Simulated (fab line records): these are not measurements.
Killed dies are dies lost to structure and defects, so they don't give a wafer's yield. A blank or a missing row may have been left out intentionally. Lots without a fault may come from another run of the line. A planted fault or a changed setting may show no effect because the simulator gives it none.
fab line records    flow sfqLine
[record] lots = 7  wafers = 21  lastDay = 90
route steps=325 shown I6@274 M7@281
lots untouched by any fault: they come from a run of this same line in which no faults occurred
startH: the number of hours between the record's first day and the start of the first shown wafer of the lot    waitH: hours since the lot's step before    " the same as in the row above    L1.1+2: one row covering several wafers at once    - no value, or no start was given    * or withheld: withheld    < > ~ a bound
route shown NAME@n: NAME is a module with steps in the file, n the number in the route of the first one    usual: average and standard deviation across the fault-free wafers    same: alike in all rows    chamber/n: place in a boat    sites: per-site readings    _std_site: standard deviation across them    _edge_site: inner sites' mean taken away from outer sites' mean    radiusMm: how far each site lies from the wafer's centre    mask NAME#n: copy n    behind: the tool/chamber that last shaped the wafer    hold: why the lot was held/for how many hours/how that ended    device: whichever transistor did not switch (one of n, p or np)    end of line: tests of these same wafers at the route's end    step lacking rows: just its recipe    killed: at the first sort, the dies lost to defects and structure; wafer yield is something else    map: per-die view of a wafer (x killed, . not killed, _ where there is no die)
set.NAME: setting as actually run; set.NAME@STEP: the setting as run at that earlier step    model.NAME: the simulator's own value behind a step, which no gauge read
lots seen at some steps along the route; tables by step, rows by wafer
services: the hour from which a tool's chamber was out of use, counted from the record's first day as startH (under 0 if before that day), plus the number of hours and why
[[steps]]
[step SFQ_TRILAYER_I6_VIA_LITHO_PEB_172]
[recipe] pebTempC = 115  pebTimeS = 60  resist = KrF
[step SFQ_TRILAYER_I6_VIA_LITHO_DEVELOP_171]
[recipe] timeS = 60  resist = KrF
[step SFQ_I6_OVL_MEAS_942]
[usual] I6_OVL = -3/6.5
lot.wafer  tool        chamber  startH   waitH  I6_OVL[nm]
L394.4     overlay-02  -        1775.31  0.1    3
L394.5     "           -        "        "      5
L394.6     "           -        "        "      2
L397.1     overlay-02  -        1783.69  0.1    -9
L397.3     "           -        "        "      -8
L397.6     "           -        "        "      -11
L403.1     overlay-01  -        1807.87  0.1    -9
L403.2     "           -        "        "      -8
L403.4     "           -        "        "      -7
L404.3     overlay-01  -        1811.48  0.1    3
L404.4     "           -        "        "      -1
L404.6     "           -        "        "      -4
L405.1     overlay-01  -        1812.67  0.1    -6
L405.5     "           -        "        "      -16
L405.6     "           -        "        "      -5
L408.1     overlay-01  -        1898.87  0.1    -9
L408.2     "           -        "        "      1
L408.3     "           -        "        "      -7
L413.3     overlay-02  -        1920.00  0.1    -5
L413.4     "           -        "        "      -6
L413.5     "           -        "        "      -9
[step SFQ_TRILAYER_I6_VIA_BARC_OPEN_VIA_ETCH_235]
[recipe] maskMaterial = PR  chemistry = O2  targetDepthNm = 125  target = BARC  sourceW = 500  biasW = 80  pressureMtorr = 30  timeS = 41.7
[usual] drypumpMotorCurrentA = 5.7/0.38  oesProductAu = 0.686/0.0046
lot.wafer  tool        chamber  startH   waitH  drypumpMotorCurrentA  oesProductAu  rfHoursCounterH
L394.4     rieDiel-03  0        1775.33  0.0    5.3                   0.694         11
L394.5     "           1        "        "      5.7                   0.690         -
L394.6     "           2        "        "      6.2                   0.680         -
L397.1     rieDiel-03  2        1783.73  0.0    6.2                   0.679         2
L397.3     "           3        "        "      5.3                   0.683         7
L397.6     "           2        "        "      6.2                   0.684         -
L403.1     rieDiel-03  1        1807.90  0.0    5.7                   0.681         12
L403.2     "           3        "        "      5.3                   0.679         8
L403.4     "           0        "        "      5.3                   0.688         12
L404.3     rieDiel-02  1        1811.50  0.0    4.9                   0.691         7
L404.4     "           2        "        "      5.8                   0.688         9
L404.6     "           0        "        "      5.6                   0.688         -
L405.1     rieDiel-03  2        1812.70  0.0    6.2                   0.680         2
L405.5     "           2        "        "      6.2                   0.683         -
L405.6     "           1        "        "      5.7                   0.691         -
L408.1     rieDiel-02  0        1898.90  0.0    5.6                   0.688         13
L408.2     "           3        "        "      5.8                   0.689         14
L408.3     "           1        "        "      4.9                   0.684         8
L413.3     rieDiel-02  3        1920.03  0.0    5.8                   0.699         14
L413.4     "           2        "        "      5.8                   0.687         10
L413.5     "           3        "        "      5.8                   0.687         -
[step SFQ_TRILAYER_I6_VIA_ETCH_VIA_ETCH_172]
[recipe] target = SiO2  stopOn = Nb  maskMaterial = PR  taperDeg = 20  chemistry = CHF3  targetDepthNm = 260  sourceW = 500  biasW = 80  pressureMtorr = 30  timeS = withheld
[usual] drypumpMotorCurrentA = 5.7/0.38  oesProductAu = 0.856/0.0061
lot.wafer  tool        chamber  startH   waitH  drypumpMotorCurrentA  oesProductAu
L394.4     rieDiel-03  0        1775.37  0.0    5.3                   0.854
L394.5     "           1        "        "      5.7                   0.851
L394.6     "           2        "        "      6.2                   0.856
L397.1     rieDiel-03  2        1783.77  0.0    6.2                   0.866
L397.3     "           3        "        "      5.3                   0.851
L397.6     "           2        "        "      6.1                   0.871
L403.1     rieDiel-03  1        1807.94  0.0    5.7                   0.855
L403.2     "           3        "        "      5.3                   0.851
L403.4     "           0        "        "      5.3                   0.850
L404.3     rieDiel-02  1        1811.54  0.0    4.9                   0.855
L404.4     "           2        "        "      5.8                   0.864
L404.6     "           0        "        "      5.5                   0.855
L405.1     rieDiel-03  2        1812.74  0.0    6.2                   0.851
L405.5     "           2        "        "      6.2                   0.852
L405.6     "           1        "        "      5.7                   0.850
L408.1     rieDiel-02  0        1898.94  0.0    5.5                   0.855
L408.2     "           3        "        "      5.8                   0.858
L408.3     "           1        "        "      4.9                   0.864
L413.3     rieDiel-02  3        1920.07  0.0    5.8                   0.857
L413.4     "           2        "        "      5.8                   0.848
L413.5     "           3        "        "      5.8                   0.850
[step SFQ_TRILAYER_I6_VIA_STRIP_STRIP_173]
[recipe] gas = O2  powerW = 200  platenTempC = 40  overashFraction = 0.65  chemistry = O2  pressureMtorr = 50
[usual] drypumpMotorCurrentA = 5.4/0.33  oesProductAu = 1.001/0.011
lot.wafer  tool         chamber  startH   waitH  drypumpMotorCurrentA  oesProductAu  rfHoursCounterH
L394.4     rieMetal-04  1        1775.68  -      5.9                   1.003         -
L394.5     "            0        "        "      5.7                   1.004         -
L394.6     "            1        "        "      5.9                   1.010         -
L397.1     rieMetal-03  0        1783.88  -      5.1                   0.995         56
L397.3     "            1        "        "      5.3                   1.004         -
L397.6     "            0        "        "      5.1                   1.014         -
L403.1     rieMetal-02  0        1808.05  -      5.0                   0.999         70
L403.2     "            1        "        "      5.7                   1.000         46
L403.4     "            0        "        "      5.0                   1.000         -
L404.3     rieMetal-02  0        1811.85  -      5.0                   0.989         -
L404.4     "            1        "        "      5.7                   0.988         -
L404.6     "            1        "        "      5.7                   0.995         -
L405.1     rieMetal-03  0        1812.85  -      5.1                   1.011         61
L405.5     "            0        "        "      5.1                   1.025         -
L405.6     "            1        "        "      5.3                   0.989         -
L408.1     rieMetal-03  0        1899.05  -      5.1                   1.002         75
L408.2     "            1        "        "      5.3                   0.977         57
L408.3     "            1        "        "      5.3                   0.979         -
L413.3     rieMetal-03  0        1920.38  -      5.1                   1.007         -
L413.4     "            1        "        "      5.3                   0.992         -
L413.5     "            0        "        "      5.1                   0.998         -
[step SFQ_TRILAYER_I6_VIA_STRIP_SOLV_CLEAN_174]
[recipe] chemistry = NMP  tempC = 70  timeS = 600
[step SFQ_TRILAYER_M7_DEP_PRE_CLEAN_176]
[recipe] gas = Ar  timeS = 22.5  biasV = 250
[step SFQ_TRILAYER_M7_DEP_SPUTTER_175]
[recipe] material = Nb  basePressurePa = 1.33e-06  chamberPressurePa = 0.1333  substrateTempC = 20  targetThkNm = 200  powerW = 2000  timeS = 133.3
[usual] cathodeDcPowerW = 2000.0/0.37  throttleValvePct = 30.6/1.1
lot.wafer  tool           chamber  startH   waitH  cathodeDcPowerW  throttleValvePct
L394.4     pvdSputter-04  -        1776.28  0.0    2000.0           28.5
L394.5     "              -        "        "      2000.1           30.8
L394.6     "              -        "        "      1999.7           31.4
L397.1     pvdSputter-06  -        1784.68  0.0    1999.7           31.8
L397.3     "              -        "        "      1999.1           30.1
L397.6     "              -        "        "      2000.6           28.9
L403.1     pvdSputter-05  -        1808.86  0.0    2000.0           31.5
L403.2     "              -        "        "      1999.7           30.1
L403.4     "              -        "        "      2000.3           30.4
L404.3     pvdSputter-05  -        1812.46  0.0    2000.1           30.3
L404.4     "              -        "        "      2000.4           29.9
L404.6     "              -        "        "      2000.3           30.3
L405.1     pvdSputter-04  -        1813.66  0.0    1999.5           31.2
L405.5     "              -        "        "      2000.4           28.2
L405.6     "              -        "        "      1999.9           30.9
L408.1     pvdSputter-05  -        1900.03  0.0    1999.6           30.4
L408.2     "              -        "        "      1999.6           31.5
L408.3     "              -        "        "      1999.8           30.2
L413.3     pvdSputter-06  -        1920.98  0.0    1999.9           32.3
L413.4     "              -        "        "      2000.1           31.5
L413.5     "              -        "        "      2000.0           29.3
[step SFQ_M7_RS_MEAS_943]
[recipe] thkMeasGauge = four-point-probe  reads = Nb_of_TRILAYER_M7_DEP_SPUTTER_175
[usual] M7_NB_RS = 0.892/0.0083
lot.wafer  tool          chamber  startH   waitH  M7_NB_RS[ohm/sq]
L394.4     filmMetro-04  -        1776.43  0.1    0.892
L394.5     "             -        "        "      0.904
L394.6     "             -        "        "      0.886
L397.1     filmMetro-04  -        1784.77  0.0    0.889
L397.3     "             -        "        "      0.890
L397.6     "             -        "        "      0.888
L403.1     filmMetro-01  -        1808.95  0.0    0.885
L403.2     "             -        "        "      0.884
L403.4     "             -        "        "      0.885
L404.3     filmMetro-01  -        1812.59  0.1    0.883
L404.4     "             -        "        "      0.895
L404.6     "             -        "        "      0.897
L405.1     filmMetro-03  -        1813.75  0.0    0.886
L405.5     "             -        "        "      0.891
L405.6     "             -        "        "      0.900
L408.1     filmMetro-04  -        1900.12  0.0    0.887
L408.2     "             -        "        "      0.886
L408.3     "             -        "        "      0.889
L413.3     filmMetro-04  -        1921.11  0.1    0.904
L413.4     "             -        "        "      0.896
L413.5     "             -        "        "      0.900
[step SFQ_TRILAYER_M7_LITHO_COAT_182]
[recipe] resist = BARC  spinRpm = 3000  resistThkNm = 62
[step SFQ_TRILAYER_M7_LITHO_COAT_177]
[recipe] resist = KrF  spinRpm = 3000  resistThkNm = 600
lot.wafer  tool           chamber  startH   waitH  model.KrF_of_TRILAYER_M7_LITHO_COAT_177.thkNm
L394.4     lithoTrack-02  0        1777.00  0.2    601.4
L394.5     "              0        "        "      603.6
L394.6     "              0        "        "      602.5
L397.1     lithoTrack-01  0        1785.25  0.2    601.1
L397.3     "              0        "        "      601
L397.6     "              0        "        "      600.9
L403.1     lithoTrack-01  0        1809.43  0.2    600
L403.2     "              0        "        "      600.7
L403.4     "              0        "        "      669.8
L404.3     lithoTrack-01  0        1813.13  0.2    599.2
L404.4+6   "              0        "        "      669.6
L405.1     lithoTrack-01  0        1814.23  0.2    600.6
L405.5     "              0        "        "      670.8
L405.6     "              0        "        "      671.8
L408.1     lithoTrack-04  0        1900.60  0.2    598.3
L408.2     "              0        "        "      599.3
L408.3     "              0        "        "      599.6
L413.3     lithoTrack-02  0        1921.65  0.2    603.7
L413.4     "              0        "        "      602
L413.5     "              0        "        "      601
[step SFQ_TRILAYER_M7_LITHO_SOFTBAKE_181]
[recipe] tempC = withheld  timeS = withheld  resist = KrF
[step SFQ_TRILAYER_M7_LITHO_EXPOSE_178]
[recipe] maskId = M7  na = 0.6  sourceShape = conventional  sigmaOuter = 0.65  targetCdNm = 500  doseMj = 14.4
[step SFQ_TRILAYER_M7_LITHO_PEB_180]
[recipe] pebTempC = 115  pebTimeS = 60  resist = KrF
[step SFQ_TRILAYER_M7_LITHO_DEVELOP_179]
[recipe] timeS = 60  resist = KrF
[step SFQ_M7_OVL_MEAS_945]
[usual] M7_OVL = 0/5.2
lot.wafer  tool        chamber  startH   waitH  M7_OVL[nm]
L394.4     overlay-01  -        1782.88  0.1    1
L394.5     "           -        "        "      0
L394.6     "           -        "        "      -1
L397.1     overlay-02  -        1794.87  0.1    -2
L397.3     "           -        "        "      2
L397.6     "           -        "        "      1
L403.1     overlay-01  -        1829.02  0.1    5
L403.2     "           -        "        "      3
L403.4     "           -        "        "      1
L404.3     overlay-01  -        1832.63  0.1    -6
L404.4     "           -        "        "      -3
L404.6     "           -        "        "      -6
L405.1     overlay-01  -        1833.82  0.1    -2
L405.5     "           -        "        "      -2
L405.6     "           -        "        "      -2
L408.1     overlay-02  -        1903.47  0.1    -3
L408.2     "           -        "        "      -4
L408.3     "           -        "        "      -4
L413.3     overlay-02  -        1986.72  0.1    -9
L413.4     "           -        "        "      4
L413.5     "           -        "        "      0
[step SFQ_TRILAYER_M7_BARC_OPEN_METAL_ETCH_229]
[recipe] maskMaterial = PR  chemistry = O2  targetDepthNm = 125  target = BARC  icpW = 600  biasW = 80  pressureMtorr = 10  timeS = 41.7
[usual] drypumpMotorCurrentA = 5.7/0.46  oesProductAu = 0.685/0.0045
lot.wafer  tool         chamber  startH   waitH  drypumpMotorCurrentA  oesProductAu  rfHoursCounterH  model.M7.cdNm
L394.4     rieMetal-04  0        1782.92  0.0    5.7                   0.690         -                501.4
L394.5     "            1        "        "      5.8                   0.682         -                500.4
L394.6     "            0        "        "      5.7                   0.691         -                500.8
L397.1     rieMetal-04  0        1795.32  0.4    5.7                   0.685         32               499.7
L397.3     "            1        "        "      5.8                   0.684         -                499.9
L397.6     "            1        "        "      5.9                   0.685         -                498.2
L403.1     rieMetal-01  1        1829.05  0.0    6.7                   0.685         40               501.9
L403.2     "            0        "        "      5.1                   0.683         65               501.8
L403.4     "            1        "        "      6.6                   0.681         -                504.2
L404.3     rieMetal-02  1        1832.67  0.0    5.7                   0.686         -                500.7
L404.4     "            0        "        "      5.0                   0.685         -                502.9
L404.6     "            0        "        "      5.0                   0.685         -                501.7
L405.1     rieMetal-04  1        1833.85  0.0    5.9                   0.678         89               500.1
L405.5     "            0        "        "      5.7                   0.683         -                504.1
L405.6     "            1        "        "      5.8                   0.685         -                502.8
L408.1     rieMetal-04  1        1903.50  0.0    5.9                   0.679         100              500.4
L408.2     "            0        "        "      5.7                   0.682         51               499.9
L408.3     "            0        "        "      5.7                   0.685         -                501.1
L413.3     rieMetal-04  1        1986.76  0.0    5.9                   0.686         -                498.9
L413.4     "            0        "        "      5.7                   0.687         -                500.7
L413.5     "            1        "        "      5.9                   0.681         -                498.2
[step SFQ_TRILAYER_M7_ETCH_METAL_ETCH_180]
[recipe] target = Nb  stopOn = SiO2  maskMaterial = PR  chemistry = Cl2/Ar  targetDepthNm = 240  icpW = 600  biasW = 80  pressureMtorr = 10  timeS = 120
[usual] drypumpMotorCurrentA = 5.7/0.46  oesProductAu = 0.893/0.0064
lot.wafer  tool         chamber  startH   waitH  drypumpMotorCurrentA  oesProductAu  rfHoursCounterH  model.KrF_of_TRILAYER_M7_LITHO_COAT_177.thkNm
L394.4     rieMetal-04  0        1783.00  0.1    5.7                   0.889         -                380.7
L394.5     "            1        "        "      5.9                   0.887         -                383
L394.6     "            0        "        "      5.7                   0.895         -                383.5
L397.1     rieMetal-04  0        1795.38  0.0    5.7                   0.891         32               378.9
L397.3     "            1        "        "      5.9                   0.894         -                380.1
L397.6     "            1        "        "      5.9                   0.898         -                379.7
L403.1     rieMetal-01  1        1829.11  0.0    6.6                   0.900         40               382.5
L403.2     "            0        "        "      5.1                   0.895         65               380.4
L403.4     "            1        "        "      6.6                   0.898         -                453.6
L404.3     rieMetal-02  1        1832.75  0.1    5.7                   0.902         -                380.4
L404.4     "            0        "        "      5.0                   0.897         -                451.6
L404.6     "            0        "        "      5.0                   0.890         -                454.4
L405.1     rieMetal-04  1        1833.91  0.0    5.9                   0.893         89               379.7
L405.5     "            0        "        "      5.7                   0.898         -                451.1
L405.6     "            1        "        "      5.8                   0.890         -                452
L408.1     rieMetal-04  1        1903.56  0.0    5.9                   0.896         100              375.9
L408.2     "            0        "        "      5.7                   0.894         51               379.6
L408.3     "            0        "        "      5.7                   0.894         -                378.8
L413.3     rieMetal-04  1        1986.84  0.1    5.8                   0.880         -                384.3
L413.4     "            0        "        "      5.7                   0.892         -                382.1
L413.5     "            1        "        "      5.8                   0.890         -                381.2
[step SFQ_TRILAYER_M7_STRIP_STRIP_181]
[recipe] gas = O2  powerW = 200  platenTempC = 40  overashFraction = 0.65  chemistry = O2  pressureMtorr = 50
[usual] drypumpMotorCurrentA = 5.7/0.45  oesProductAu = 1.003/0.0077
lot.wafer  tool         chamber  startH   waitH  drypumpMotorCurrentA  oesProductAu  rfHoursCounterH
L394.4     rieMetal-04  0        1783.29  0.2    5.7                   1.015         -
L394.5     "            1        "        "      5.9                   1.010         -
L394.6     "            0        "        "      5.7                   1.011         -
L397.1     rieMetal-04  0        1795.50  0.1    5.7                   1.010         33
L397.3     "            1        "        "      5.9                   1.013         -
L397.6     "            1        "        "      5.8                   1.013         -
L403.1     rieMetal-01  1        1829.24  0.1    6.7                   0.990         40
L403.2     "            0        "        "      5.1                   1.009         65
L403.4     "            1        "        "      6.7                   0.994         -
L404.3     rieMetal-02  1        1833.04  0.2    5.7                   1.005         -
L404.4     "            0        "        "      5.0                   0.987         -
L404.6     "            0        "        "      5.0                   0.987         -
L405.1     rieMetal-04  1        1834.04  0.1    5.9                   1.001         89
L405.5     "            0        "        "      5.7                   1.011         -
L405.6     "            1        "        "      5.9                   1.008         -
L408.1     rieMetal-04  1        1903.69  0.1    5.9                   1.008         100
L408.2     "            0        "        "      5.7                   1.007         51
L408.3     "            0        "        "      5.7                   0.995         -
L413.3     rieMetal-04  1        1987.13  0.2    5.9                   1.000         -
L413.4     "            0        "        "      5.7                   1.004         -
L413.5     "            1        "        "      5.9                   0.998         -
[[services]]
tool           chamber  startH   hours  kind
pvdSputter-04  -        1754.24  0.5    repair
rieDiel-03     1        1757.36  17.6   repair
rieDiel-02     0        1765.80  4.5    repair
rieDiel-02     2        1786.53  1.3    repair
rieMetal-01    -        1794.11  2.8    pm
rieMetal-04    0        1796.63  2.1    repair
rieMetal-03    -        1809.94  2.5    repair
rieDiel-03     3        1827.53  9.1    repair
rieMetal-02    -        1842.32  2.8    pm
pvdSputter-06  0        1875.80  -      consumableReplace:kit
pvdSputter-06  0        1875.80  18.0   scheduledDown
pvdSputter-06  0        1875.80  18.0   ventCycle
rieDiel-02     2        1905.97  2.2    repair
pvdSputter-04  -        1907.12  1.7    repair
pvdSputter-05  -        1943.18  1.8    repair
rieDiel-03     -        1943.90  0.3    repair
pvdSputter-04  -        1952.55  2.3    repair
pvdSputter-04  1        1959.50  -      consumableReplace:kit
pvdSputter-04  1        1959.50  18.0   scheduledDown
pvdSputter-04  1        1959.50  18.0   ventCycle
rieMetal-01    -        1964.43  0.2    repair
pvdSputter-04  -        1976.64  4.9    repair
[[key]]
firstSign none at tools or gauges
[modelEffect] step = SFQ_TRILAYER_M7_LITHO_COAT_177  value = KrF_of_TRILAYER_M7_LITHO_COAT_177.thkNm  without = 600  struck = 670.3
[modelEffect] step = SFQ_TRILAYER_M7_BARC_OPEN_METAL_ETCH_229  value = M7.cdNm  without = 500.5  struck = 503.1
[modelEffect] step = SFQ_TRILAYER_M7_ETCH_METAL_ETCH_180  value = KrF_of_TRILAYER_M7_LITHO_COAT_177.thkNm  without = 382.2  struck = 452.5
metAt SFQ_TRILAYER_M7_LITHO_COAT_177
struckWafers L403.4,L404.4,L404.6,L405.5,L405.6
onsetBetween 1785.25 1809.43
[fault] kind = processParameterDrift  tool = lithoTrack-01  chamber = -  onsetH = 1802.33  steps = SFQ_TRILAYER_M7_LITHO_COAT_177  channel = resistThkNm  offset = 70.321  shape = step  endH = 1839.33  scope = struckWafersOnly  actsIn = theseRecipesOnly  stated = 600
